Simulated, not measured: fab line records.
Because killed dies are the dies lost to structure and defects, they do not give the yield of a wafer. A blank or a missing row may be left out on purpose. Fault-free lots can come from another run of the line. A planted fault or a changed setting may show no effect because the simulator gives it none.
Struck lot and sound lot, side by side	flow sky130	22 steps out of a route of 708
Sound: these wafers, L759.2, L759.3, L759.4. The struck wafers were L767.3, L767.4, L767.5. The cause comes at the end.
Order at every step that has rows: each side's tool, ch and its chambers, its first start. Under that, the readings that differ: sound wafers	struck wafers	difference of the means	sigmas: that difference in standard deviations of wafers without a fault.
alike: words and numbers the same on both sides, and readings whose means are apart by under 2 such deviations; not compared: readings that were withheld, readings missing a value for some wafer, numbers with overlapping values and no deviation given by the record, and bounds like >300 which may hide the same value.
The two part at a step that has a row with sigmas, a row that says differs or no value, or rows on one side only. When numbers do not overlap yet have no deviation, they are printed without sigmas and do not part them. Lack of a reading on every wafer of one side parts them only where that side has two or more wafers.

SKY_METAL4_SPUTTER_00: material Ti, target thk 15 nm, time 10 s.
  struck on pvd-sputter-02, day 42 06:58; sound on pvd-sputter-02, day 39 12:31
  alike: cathode-dc-power-W, throttle-valve-pct
SKY_METAL4_SPUTTER_01: material TiN, target thk 20 nm, time 16.7 s.
  struck on pvd-sputter-02, day 42 07:00; sound on pvd-sputter-02, day 39 12:32
  alike: cathode-dc-power-W, throttle-valve-pct
then, 1 step without rows for these wafers: SKY_METAL4_SPUTTER_02 (material AlCu, target thk 735 nm, time 39.1 s).
SKY_METAL4_SPUTTER_03: material Ti, target thk 5 nm, time 3.3 s.
  struck on pvd-sputter-02, day 42 07:04; sound on pvd-sputter-02, day 39 12:36
  alike: cathode-dc-power-W, throttle-valve-pct
SKY_METAL4_SPUTTER_04: material TiN, target thk 70 nm, time 58.3 s.
  struck on pvd-sputter-02, day 42 07:05; sound on pvd-sputter-02, day 39 12:37
  alike: cathode-dc-power-W, throttle-valve-pct
then, 1 step without rows for these wafers: SKY_CAP2M_CVD_00 (deposits SiO2, target thk 15.5 nm).
SKY_CAP2M_THK_MEAS_01:
  struck on film-metro-03, day 42 07:11; sound on film-metro-01, day 39 12:41
  alike: CAP2M_CVD_00_THK
SKY_CAP2M_SPUTTER_02: material TiN, target thk 200 nm, time 166.7 s.
  struck on pvd-sputter-03, day 42 07:13; sound on pvd-sputter-02, day 39 12:44
  alike: cathode-dc-power-W, throttle-valve-pct
SKY_CAP2M_RS_MEAS_03: the measuring method here is four-point-probe.
  struck on film-metro-03, day 42 07:22; sound on film-metro-04, day 39 12:52
  alike: CAP2M_TIN_RS
SKY_CAP2M_THK_MEAS_04: measures by xrf.
  struck on film-metro-03, day 42 07:28; sound on film-metro-04, day 39 12:59
  alike: CAP2M_TIN_THK
then, 2 steps without rows for these wafers: SKY_CAP2M_DEHYDRATE_05 (time 60 s); SKY_CAP2M_HMDS_06 (prime time 60 s).
SKY_CAP2M_COAT_07: resist thk 1140 nm.
  sound on litho-track-04 ch 0, day 40 00:47; struck on litho-track-02 ch 0, day 42 18:37
reading	sound	struck	difference	sigmas
spin-speed-rpm (rpm)	2997.3 2997.9 2998.4	2626.9 2625.5 2626.2	-371.7	-99 or more
model.NOVOLAK_of_CAP2M_COAT_07.thk-nm (nm)	1142 1135 1140	1224 1223 1222	+84	
then, 4 steps without rows for these wafers: SKY_CAP2M_SOFTBAKE_08 (time 60 s); SKY_CAP2M_EXPOSE_09 (exposes mask CAP2M, target cd 1000 nm); SKY_CAP2M_PEB_10; SKY_CAP2M_DEVELOP_11 (develop time 60 s).
SKY_CAP2M_OVL_MEAS_12:
  struck on overlay-02, day 43 06:16; sound on overlay-02, day 40 13:00
  alike: CAP2M_OVL
SKY_CAP2M_METAL_ETCH_13: etches TiN in Cl2/BCl3, stops on SiO2, target depth 220 nm, time 62.9 s.
  sound on rie-metal-01 ch 0,1, day 40 13:02; struck on rie-metal-04 ch 0,1, day 43 06:19
reading	sound	struck	difference	sigmas
model.NOVOLAK_of_CAP2M_COAT_07.thk-nm (nm)	997.6 990.8 992.4	1078 1077 1075	+83	
model.CAP2M.cd-nm (nm)	997.8 997.9 999.8	1007 1004 1004	+6	
  alike: bcl3-flow-sccm, drypump-motor-current-A, he-backside-leak-sccm, mfc-cl2-sccm, oes-product-au, rf-fwd-power-W, throttle-valve-pct
  not compared: rf-hours-counter-h
SKY_CAP2M_STRIP_14: strips in O2/N2.
  sound on plasma-asher-02 ch 0,1, day 40 13:07; struck on plasma-asher-01 ch 0,1, day 43 06:24
reading	sound	struck	difference	sigmas
strip-time-to-endpoint-s (s)	12.70 12.61 12.65	13.55 13.54 13.52	+0.88	+20
  alike: drypump-motor-current-A, n2-flow-sccm, o2-flow-sccm, oes-product-au
  not compared: rf-hours-counter-h
then, 1 step without rows for these wafers: SKY_CAP2M_STRIP_15 (strips in post etch residue remover, time 1200 s).
-- the record jumps here: 5 days lie between the struck wafers' starts before and after (it left off in module CAP2M and takes up again in module PAD_OPEN, whose first step shown is number 708 of the route) --
SKY_PAD_OPEN_PROBE_99:
  struck on prober-02, day 47 22:37; sound on prober-02, day 45 17:40
reading	sound	struck	difference	sigmas
killed-open	39 37 47	56 60 51	+15	+2
  alike: defect-limited-yield, killed_at_M0_to_M3, killed_at_M4_up, killed-at-contacts, killed-at-front-end, killed-at-other, killed-dies, killed-short, sort_bin_3_pad_short, sort_bin_5_function, sort_bin_6_memory, sort-n-pass, sort-yield-pct

WHERE THEY PART
Last at SKY_PAD_OPEN_PROBE_99 as far as this record goes, first at SKY_CAP2M_COAT_07.

WHY: the cause the simulator had injected
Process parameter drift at SKY_CAP2M_COAT_07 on litho-track-02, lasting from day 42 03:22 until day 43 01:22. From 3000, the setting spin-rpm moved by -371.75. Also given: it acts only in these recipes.
